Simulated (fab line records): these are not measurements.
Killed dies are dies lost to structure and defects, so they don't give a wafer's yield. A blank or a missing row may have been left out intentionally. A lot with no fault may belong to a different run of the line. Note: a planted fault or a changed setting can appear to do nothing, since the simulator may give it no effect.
A struck lot beside a sound one	flow sky130	15 out of 708 route steps
Sound: the wafers L666.2, L666.5, L666.6. Wafers struck: L675.1, L675.5, L675.6. The cause comes at the end.
At each step with rows: each side's tool, then ch and its chambers, then its first start. Under that, the readings that differ: sound wafers	struck wafers	difference of the means	sigmas: that difference in standard deviations of wafers without a fault.
alike: readings with means less than 2 such deviations apart, plus words and numbers identical on both sides. not compared: withheld readings, readings lacking a value on some wafer, bounds such as >300 that could conceal the same value, and numbers that have no deviation in the record and whose values overlap.
The two part at a step that has a row with sigmas, a row that says differs or no value, or rows on one side only. Numbers that don't overlap but have no deviation are shown without sigmas and don't part them. A reading missing from all wafers of one side parts the sides only when that side holds two or more wafers.

SKY_VIA2_ETCH_14: etches BARC in N2/H2, stops on SiO2, time 45.9 s, target depth 60 nm.
  sound on rie_diel-03 ch 0,2,3, day 37 14:11; struck on rie_diel-04 ch 2,3, day 40 18:53
  alike: chamber_pressure_mTorr, drypump_motor_current_A, oes_product_au, throttle_valve_pct
  not compared: rf_hours_counter_h
SKY_VIA2_ETCH_15: etches SiO2 in C4F8/O2/Ar, stops on TiN, target depth 546 nm, time 84 s.
  sound on rie_diel-03 ch 0,2,3, day 37 14:14; struck on rie_diel-04 ch 2,3, day 40 18:56
  alike: chamber_pressure_mTorr, oes_product_au
  not compared: rf_hours_counter_h
SKY_VIA2_STRIP_16: strips in O2/N2.
  sound on plasma_asher-01 ch 0,1, day 37 14:18; struck on plasma_asher-01 ch 0,1, day 40 19:00
  alike: chamber_pressure_mTorr, drypump_motor_current_A, oes_product_au, strip_time_to_endpoint_s
  not compared: rf_hours_counter_h
then, 4 steps without rows for these wafers: SKY_VIA2_STRIP_17 (strips in post etch residue remover, time 1200 s); SKY_VIA2_CLEAN_18 (cleans in IPA, time 180 s); SKY_VIA2_CLEAN_19 (cleans in O3/DIW); SKY_VIA2_SPUTTER_20 (material TiN, target thk 20 nm, time 80 s).
SKY_VIA2_CVD_21: deposits W, target thk 420 nm, time 126.4 s.
  sound on cvd_w-01 ch 0,1, day 37 14:57; struck on cvd_w-02 ch 0,1, day 40 19:41
  alike: heater_power_w
SKY_VIA2_RS_MEAS_22: uses a four-point probe to measure.
  sound on film_metro-01, day 37 15:06; struck on film_metro-02, day 40 19:49
  alike: VIA2_W_RS
SKY_VIA2_THK_MEAS_23: measures by xrf.
  sound on film_metro-01, day 37 15:13; struck on film_metro-02, day 40 19:56
  alike: VIA2_W_THK
SKY_VIA2_CMP_24: polishes, stops on SiO2, t overpolish 20 s, target thk 0 nm.
  sound on cmp-02 ch 0,1,2, day 37 15:25; struck on cmp-02 ch 0,1,2, day 40 20:05
reading	sound	struck	difference	sigmas
edge_zone_pressure_frac	1.009 1.008 1.000	0.999 1.000 0.983	-0.012	-2
  alike: motor_current_A, overpolish_run_s, time_to_endpoint_s
then, 1 step without rows for these wafers: SKY_METAL3_SPUTTER_00 (material Ti, target thk 15 nm, time 10 s).
SKY_METAL3_SPUTTER_01: material TiN, target thk 20 nm, time 16.7 s.
  sound on pvd_sputter-01, day 37 15:35; struck on pvd_sputter-01, day 40 20:19
reading	sound	struck	difference	sigmas
chamber_pressure_pa (Pa)	0.3998 0.3997 0.3990	0.5517 0.5527 0.5528	+0.1529	+99 or more
throttle_valve_pct (%)	30.5 29.5 30.8	24.2 26.2 24.1	-5.4	-5
model.TiN_of_METAL3_SPUTTER_01.thk_nm (nm)	19.52 19.93 19.46	19.18 19.04 19.11	-0.53	
then, 2 steps without rows for these wafers: SKY_METAL3_SPUTTER_02 (material AlCu, target thk 735 nm, time 39.1 s); SKY_PAD_OPEN_PROBE_99.

## WHERE THEY PART
Last at SKY_METAL3_SPUTTER_01 as far as this record goes, first at SKY_VIA2_CMP_24.

WHY: the cause the simulator had injected
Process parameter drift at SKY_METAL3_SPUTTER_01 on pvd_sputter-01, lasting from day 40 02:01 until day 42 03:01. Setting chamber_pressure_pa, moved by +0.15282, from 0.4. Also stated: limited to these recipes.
